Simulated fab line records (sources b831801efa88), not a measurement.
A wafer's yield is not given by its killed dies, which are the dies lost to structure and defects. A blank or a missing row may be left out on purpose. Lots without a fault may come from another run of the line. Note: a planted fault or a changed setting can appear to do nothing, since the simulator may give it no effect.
Which tool is to blame? | flow gf180mcu | Sampling: 15 lots, 45 wafers, 3 of 602 route steps

WHAT THE GAUGES READ, wafer by wafer
GF_V4_THK_MEAS_01. Usual: V4_CVD_00_THK 601 nm, standard deviation 6.6.
lot  | measured     | on            | V4_CVD_00_THK (nm) | flag
L691 | day 23 19:00 | film metro-02 | 597 601 609        |
L692 | day 23 23:32 | film metro-04 | 594 599 601        |
L694 | day 24 15:02 | film metro-02 | 601 605 596        |
L695 | day 24 21:23 | film metro-01 | 596 594 598        |
L698 | day 26 04:57 | film metro-01 | 597 592 600        |
L700 | day 26 08:32 | film metro-02 | 610 598 605        |
L701 | day 27 00:29 | film metro-04 | 598 596 597        |
L702 | day 27 09:05 | film metro-04 | 602 599 595        |
L703 | day 27 16:02 | film metro-04 | 600 597 613        |
L704 | day 27 23:05 | film metro-01 | 600 606 607        |
L705 | day 28 07:09 | film metro-04 | 599 607 597        |
L708 | day 29 07:50 | film metro-04 | 610 607 606        |
L709 | day 29 11:23 | film metro-04 | 612 611 607        |
L710 | day 29 19:04 | film metro-01 | 596 595 595        |
L714 | day 30 18:56 | film metro-04 | 604 610 613        |

GF_V4_THK_MEAS_25: measures by xrf. Usual: V4_W_THK 346 nm, standard deviation 4.
lot  | measured     | on            | V4_W_THK (nm) | flag
L691 | day 24 18:59 | film metro-04 | 345 344 347   |
L692 | day 24 23:11 | film metro-01 | 337 335 339   |
L694 | day 25 14:14 | film metro-01 | 358 353 353   |
L695 | day 25 19:48 | film metro-02 | 351 350 355   |
L698 | day 27 02:45 | film metro-02 | 340 338 341   |
L700 | day 27 07:10 | film metro-02 | 348 350 350   |
L701 | day 27 22:37 | film metro-01 | 345 346 345   |
L702 | day 28 06:36 | film metro-01 | 347 349 344   |
L703 | day 28 13:34 | film metro-04 | 349 348 344   |
L704 | day 28 20:43 | film metro-02 | 342 344 343   |
L705 | day 29 04:40 | film metro-04 | 342 352 343   |
L708 | day 30 04:26 | film metro-02 | 346 345 342   |
L709 | day 30 07:22 | film metro-04 | 346 345 347   |
L710 | day 30 14:58 | film metro-02 | 345 345 341   |
L714 | day 31 14:12 | film metro-04 | 348 350 350   |

TOOL THAT RAN EACH LOT (tool first, then ch and the chambers of the sampled wafers, then the start)
lot  | GF_V4_SPUTTER_21
L691 | pvd sputter-01, day 24 18:40
L692 | pvd sputter-03, day 24 22:52
L694 | pvd sputter-04, day 25 13:52
L695 | pvd sputter-03, day 25 19:28
L698 | pvd sputter-03, day 27 02:25
L700 | pvd sputter-04, day 27 06:49
L701 | pvd sputter-01, day 27 22:17
L702 | pvd sputter-04, day 28 06:16
L703 | pvd sputter-03, day 28 13:14
L704 | pvd sputter-04, day 28 20:22
L705 | pvd sputter-03, day 29 04:19
L708 | pvd sputter-03, day 30 04:07
L709 | pvd sputter-03, day 30 07:01
L710 | pvd sputter-01, day 30 14:37
L714 | pvd sputter-04, day 31 13:52
- GF_V4_SPUTTER_21: material Ti, target thk 15 nm, time 80.02 s.

AS READ BY THE TOOLS THEMSELVES (means over the sampled wafers that have a number; for cases with no such wafer, the mark the record gives instead)
GF_V4_SPUTTER_21. Usual: 29.9 % for throttle valve pct, sd 0.77.
lot  | tool           | throttle valve pct (%) | flag
L691 | pvd sputter-01 | 30.5                   |
L692 | pvd sputter-03 | 29.8                   |
L694 | pvd sputter-04 | 30.4                   |
L695 | pvd sputter-03 | 29.7                   |
L698 | pvd sputter-03 | 29.9                   |
L700 | pvd sputter-04 | 30.3                   |
L701 | pvd sputter-01 | 30.1                   |
L702 | pvd sputter-04 | 30.1                   |
L703 | pvd sputter-03 | 29.9                   |
L704 | pvd sputter-04 | 30.4                   |
L705 | pvd sputter-03 | 30.1                   |
L708 | pvd sputter-03 | 29.5                   |
L709 | pvd sputter-03 | 29.7                   |
L710 | pvd sputter-01 | 30.7                   |
L714 | pvd sputter-04 | 30.1                   |

THE ANSWER, worked out from the rows above alone
Rule: a lot is off if the mean of its wafers that have a number lies more than 3 standard deviations from the usual mean. A lot without any number at a reading at which 4 lots or more have one is off too. The other lots that the step has rows for count as sound. The gauges are gone through in route order, then the tools' own readings, and for those a lot's mean is taken as printed above. At the first step where some lot is off, the reading lying furthest off is the one used; lots without a number count as furthest.
No lot is off at any reading shown: from this, nothing can be told.

WHAT THE SIMULATOR HAD PUT IN
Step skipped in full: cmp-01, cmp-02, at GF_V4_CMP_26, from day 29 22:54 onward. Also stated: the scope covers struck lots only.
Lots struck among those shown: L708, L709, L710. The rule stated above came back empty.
